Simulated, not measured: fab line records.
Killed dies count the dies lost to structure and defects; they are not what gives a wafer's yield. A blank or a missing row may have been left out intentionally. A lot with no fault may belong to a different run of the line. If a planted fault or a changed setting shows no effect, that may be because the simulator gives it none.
Which of the tools did it? | flow gf180mcu | 24 lots, 72 wafers sampled, at 5 steps of a route of 602

## WHAT EACH GAUGE READ, for each wafer
GF_NWELL_OVL_MEAS_07.
lot  | measured    | on         | NWELL_OVL (nm)
L074 | day 3 06:46 | overlay-02 | -1.5 -0.6 -2.3
L075 | day 3 12:14 | overlay-02 | -1.1 0.2 -1.5
L076 | day 3 21:02 | overlay-02 | -3.1 -4.3 -2.8
L077 | day 4 00:11 | overlay-02 | -0.9 -1.3 0.1
L078 | day 4 05:40 | overlay-01 | -1.7 -1.7 -2.7
L079 | day 4 12:34 | overlay-01 | -1.5 -0.2 0.0
L080 | day 4 18:52 | overlay-02 | -0.6 0.7 0.1
L081 | day 4 21:23 | overlay-01 | 0.1 -0.2 -1.0
L082 | day 5 03:08 | overlay-01 | -0.6 0.0 0.4
L083 | day 5 10:14 | overlay-01 | -0.4 -0.8 -0.4
L084 | day 5 14:08 | overlay-01 | -1.1 0.1 -1.7
L085 | day 5 19:13 | overlay-01 | -1.4 -1.0 -1.1
L086 | day 6 02:28 | overlay-01 | -0.2 -0.1 -1.9
L087 | day 6 05:49 | overlay-02 | 1.2 0.7 1.2
L088 | day 6 13:02 | overlay-01 | -2.1 -0.6 -1.1
L089 | day 6 19:02 | overlay-02 | -1.0 -1.1 -0.7
L090 | day 6 22:28 | overlay-02 | -2.5 -2.9 -3.7
L091 | day 7 03:35 | overlay-02 | -3.5 -2.9 -1.7
L092 | day 7 12:08 | overlay-02 | -1.5 -1.7 -2.0
L093 | day 7 18:55 | overlay-02 | -1.9 -1.5 -2.8
L094 | day 7 22:47 | overlay-02 | -1.9 -3.1 -2.5
L095 | day 8 02:26 | overlay-01 | -1.5 -1.7 -2.7
L096 | day 8 10:16 | overlay-01 | -1.8 -2.3 -1.7
L097 | day 8 19:16 | overlay-01 | -2.2 -2.2 -2.7

GF_V1_BOW_MEAS_05.
lot  | measured     | on           | V1_BOW (um)
L074 | day 17 02:43 | filmMetro-03 | 86 82 92
L075 | day 17 13:28 | filmMetro-03 | 77 81 77
L076 | day 18 10:21 | filmMetro-01 | 87 91 87
L077 | day 18 12:58 | filmMetro-03 | 68 73 81
L078 | day 18 21:08 | filmMetro-03 | 81 77 81
L079 | day 19 08:11 | filmMetro-01 | 91 92 74
L080 | day 19 16:36 | filmMetro-03 | 86 83 85
L081 | day 20 00:47 | filmMetro-03 | 79 79 77
L082 | day 20 04:32 | filmMetro-01 | 80 88 82
L083 | day 20 20:38 | filmMetro-03 | 79 67 78
L084 | day 21 08:32 | filmMetro-03 | 91 78 86
L085 | day 21 06:55 | filmMetro-02 | 89 77 85
L086 | day 21 21:34 | filmMetro-01 | 89 85 87
L087 | day 22 04:13 | filmMetro-02 | 86 94 80
L088 | day 22 13:23 | filmMetro-03 | 89 87 74
L089 | day 22 22:07 | filmMetro-03 | 80 89 81
L090 | day 22 23:14 | filmMetro-02 | 82 64 84
L091 | day 23 15:23 | filmMetro-01 | 85 77 80
L092 | day 24 02:49 | filmMetro-02 | 80 75 76
L093 | day 24 15:03 | filmMetro-02 | 76 74 84
L094 | day 24 16:23 | filmMetro-03 | 79 78 76
L095 | day 24 19:25 | filmMetro-03 | 83 93 88
L096 | day 25 09:11 | filmMetro-01 | 86 87 83
L097 | day 25 18:38 | filmMetro-03 | 74 85 62

GF_TOP_METAL_RS_MEAS_05: a four-point-probe measurement.
lot  | measured     | on           | TOP_METAL_ALCU_RS (ohm/sq)
L074 | day 27 08:18 | filmMetro-03 | 0.0332 0.0329 0.0330
L075 | day 27 16:37 | filmMetro-03 | 0.0327 0.0326 0.0330
L076 | day 28 09:35 | filmMetro-04 | 0.0331 0.0330 0.0331
L077 | day 28 12:43 | filmMetro-03 | 0.0330 0.0331 0.0326
L078 | day 28 22:07 | filmMetro-04 | 0.0322 0.0325 0.0325
L079 | day 29 02:44 | filmMetro-03 | 0.0331 0.0328 0.0326
L080 | day 29 10:47 | filmMetro-03 | 0.0327 0.0324 0.0327
L081 | day 29 15:25 | filmMetro-03 | 0.0319 0.0321 0.0319
L082 | day 29 17:55 | filmMetro-03 | 0.0326 0.0329 0.0322
L083 | day 30 08:31 | filmMetro-04 | 0.0333 0.0332 0.0334
L084 | day 30 18:56 | filmMetro-03 | 0.0328 0.0327 0.0328
L085 | day 30 16:11 | filmMetro-01 | 0.0322 0.0327 0.0323
L086 | day 31 04:32 | filmMetro-01 | 0.0325 0.0324 0.0326
L087 | day 31 08:19 | filmMetro-01 | 0.0322 0.0322 0.0325
L088 | day 31 15:05 | filmMetro-03 | 0.0328 0.0326 0.0325
L089 | day 31 23:53 | filmMetro-03 | 0.0328 0.0327 0.0328
L090 | day 31 23:27 | filmMetro-03 | 0.0325 0.0330 0.0324
L091 | day 32 12:29 | filmMetro-01 | 0.0333 0.0327 0.0329
L092 | day 32 20:07 | filmMetro-04 | 0.0326 0.0327 0.0328
L093 | day 33 05:28 | filmMetro-04 | 0.0332 0.0331 0.0330
L094 | day 33 06:53 | filmMetro-04 | 0.0330 0.0328 0.0327
L095 | day 33 09:19 | filmMetro-04 | 0.0326 0.0327 0.0329
L096 | day 33 19:29 | filmMetro-03 | 0.0330 0.0329 0.0331
L097 | day 34 00:34 | filmMetro-01 | 0.0327 0.0328 0.0330

## EACH LOT AND THE TOOL THAT RAN IT (in order: tool; ch and the chambers of the sampled wafers; start)
lot  | GF_HV_LDD_RTA_52                | GF_HV_LDD_ETCHBACK_58
L074 | rtpAnneal-01 ch 0, day 12 09:58 | rieDiel-03 ch 2,3, day 12 12:43
L075 | rtpAnneal-02 ch 0, day 12 18:10 | rieDiel-04 ch 1,2, day 12 21:25
L076 | rtpAnneal-01 ch 0, day 13 10:35 | rieDiel-03 ch 0,1,3, day 13 14:11
L077 | rtpAnneal-01 ch 0, day 13 13:11 | rieDiel-01 ch 0,1,3, day 13 15:56
L078 | rtpAnneal-01 ch 0, day 13 21:40 | rieDiel-03 ch 0,1, day 14 00:24
L079 | rtpAnneal-01 ch 0, day 14 05:56 | rieDiel-03 ch 0,2, day 14 08:56
L080 | rtpAnneal-02 ch 0, day 14 14:20 | rieDiel-04 ch 0,1,2, day 14 17:22
L081 | rtpAnneal-01 ch 0, day 14 21:23 | rieDiel-03 ch 0,2,3, day 15 00:09
L082 | rtpAnneal-02 ch 0, day 15 00:57 | rieDiel-03 ch 2,3, day 15 03:41
L083 | rtpAnneal-01 ch 0, day 15 14:00 | rieDiel-04 ch 0,1, day 15 17:28
L084 | rtpAnneal-02 ch 0, day 15 23:41 | rieDiel-03 ch 0,1,2, day 16 03:09
L085 | rtpAnneal-02 ch 0, day 16 00:00 | rieDiel-01 ch 0,1,2, day 16 02:53
L086 | rtpAnneal-02 ch 0, day 16 12:38 | rieDiel-03 ch 0,1,3, day 16 15:23
L087 | rtpAnneal-01 ch 0, day 16 20:24 | rieDiel-03 ch 0,1, day 16 23:13
L088 | rtpAnneal-01 ch 0, day 17 05:02 | rieDiel-01 ch 2,3, day 17 08:01
L089 | rtpAnneal-02 ch 0, day 17 15:44 | rieDiel-01 ch 0,1,2, day 17 18:29
L090 | rtpAnneal-01 ch 0, day 17 16:02 | rieDiel-03 ch 0,1,2, day 17 18:47
L091 | rtpAnneal-01 ch 0, day 18 06:53 | rieDiel-03 ch 0,1, day 18 09:46
L092 | rtpAnneal-02 ch 0, day 18 20:04 | rieDiel-03 ch 0,2,3, day 18 22:48
L093 | rtpAnneal-02 ch 0, day 19 07:38 | rieDiel-01 ch 0,1,2, day 19 10:23
L094 | rtpAnneal-01 ch 0, day 19 10:19 | rieDiel-04 ch 0,1,3, day 19 13:04
L095 | rtpAnneal-02 ch 0, day 19 15:53 | rieDiel-03 ch 0,2,3, day 19 18:38
L096 | rtpAnneal-02 ch 0, day 20 06:26 | rieDiel-04 ch 0,2,3, day 20 09:11
L097 | rtpAnneal-02 ch 0, day 20 17:11 | rieDiel-04 ch 1,3, day 20 19:56
- GF_HV_LDD_RTA_52: time 10 s.
- GF_HV_LDD_ETCHBACK_58: etches Si3N4 in CH3F/O2, stops on SiO2, time 100 s, target depth 90 nm.

## WHAT THE TOOLS THEMSELVES READ (means of the sampled wafers that have a number; where no wafer has one, the mark that the record gives instead)
GF_HV_LDD_RTA_52.
lot  | tool         | lampPowerPct (%) | wafer_temp_C_max
L074 | rtpAnneal-01 | 27.5             | 1005.0
L075 | rtpAnneal-02 | 32.0             | 1004.7
L076 | rtpAnneal-01 | 27.5             | 1005.1
L077 | rtpAnneal-01 | 27.5             | 1005.0
L078 | rtpAnneal-01 | 27.5             | 1005.0
L079 | rtpAnneal-01 | 27.5             | 1004.8
L080 | rtpAnneal-02 | 31.9             | 1005.0
L081 | rtpAnneal-01 | 27.5             | 1004.3
L082 | rtpAnneal-02 | 32.0             | 1004.1
L083 | rtpAnneal-01 | 27.5             | 1004.9
L084 | rtpAnneal-02 | 31.9             | 1004.1
L085 | rtpAnneal-02 | 31.9             | 1004.4
L086 | rtpAnneal-02 | 32.0             | 1004.2
L087 | rtpAnneal-01 | 27.5             | 1004.4
L088 | rtpAnneal-01 | 27.5             | 1004.8
L089 | rtpAnneal-02 | 31.9             | 1004.8
L090 | rtpAnneal-01 | 27.5             | 1004.9
L091 | rtpAnneal-01 | 27.5             | 1004.4
L092 | rtpAnneal-02 | 31.9             | 1004.7
L093 | rtpAnneal-02 | 31.9             | 1003.4
L094 | rtpAnneal-01 | 27.5             | 1004.8
L095 | rtpAnneal-02 | 31.9             | 1003.4
L096 | rtpAnneal-02 | 31.9             | 1003.4
L097 | rtpAnneal-02 | 31.9             | 1004.5

GF_HV_LDD_ETCHBACK_58.
lot  | tool       | drypumpMotorCurrentA (A) | oesProductAu (a.u.) | throttleValvePct (%)
L074 | rieDiel-03 | 6.4                      | 0.846               | 10.565
L075 | rieDiel-04 | 5.4                      | 0.841               | 10.557
L076 | rieDiel-03 | 6.2                      | 0.839               | 10.557
L077 | rieDiel-01 | 5.4                      | 0.850               | 10.562
L078 | rieDiel-03 | 6.2                      | 0.833               | 10.562
L079 | rieDiel-03 | 5.7                      | 0.851               | 10.547
L080 | rieDiel-04 | 5.6                      | 0.844               | 10.565
L081 | rieDiel-03 | 6.0                      | 0.843               | 10.563
L082 | rieDiel-03 | 6.1                      | 0.848               | 10.561
L083 | rieDiel-04 | 5.3                      | 0.842               | 10.571
L084 | rieDiel-03 | 6.0                      | 0.843               | 10.559
L085 | rieDiel-01 | 5.2                      | 0.835               | 10.562
L086 | rieDiel-03 | 6.2                      | 0.842               | 10.559
L087 | rieDiel-03 | 5.9                      | 0.837               | 10.565
L088 | rieDiel-01 | 5.7                      | 0.846               | 10.555
L089 | rieDiel-01 | 5.2                      | 0.833               | 10.556
L090 | rieDiel-03 | 6.0                      | 0.850               | 10.561
L091 | rieDiel-03 | 6.2                      | 0.831               | 10.560
L092 | rieDiel-03 | 6.0                      | 0.839               | 10.574
L093 | rieDiel-01 | 5.2                      | 0.836               | 10.556
L094 | rieDiel-04 | 5.9                      | 0.837               | 10.560
L095 | rieDiel-03 | 6.0                      | 0.840               | 10.570
L096 | rieDiel-04 | 6.1                      | 0.853               | 10.554
L097 | rieDiel-04 | 6.0                      | 0.838               | 10.555

## THE ANSWER, worked out from the rows above alone
Rule: what is usual is taken from the lots themselves. Put in order of their means at a reading, lots are off if they are a third of the lots or fewer, leave a main group of 4 or more, and stand apart from it by a gap of 3 or more times the standard deviation of the main group's means; of several such gaps the widest counts. If all means in a main group match to the digits the tables above print for the reading, that group is not used. A lot without any number at a reading at which 4 lots or more have one is off too. Where the step has rows for the other lots, those lots are counted as sound. First the gauges in route order, then the tools' own readings, where a lot's mean is used as printed above. At the first step where some lot is off, the reading lying furthest off is the one used; lots without a number count as furthest.
No lot is off on any of the readings shown, so nothing can be concluded from this.

## WHAT THE SIMULATOR HAD INSERTED
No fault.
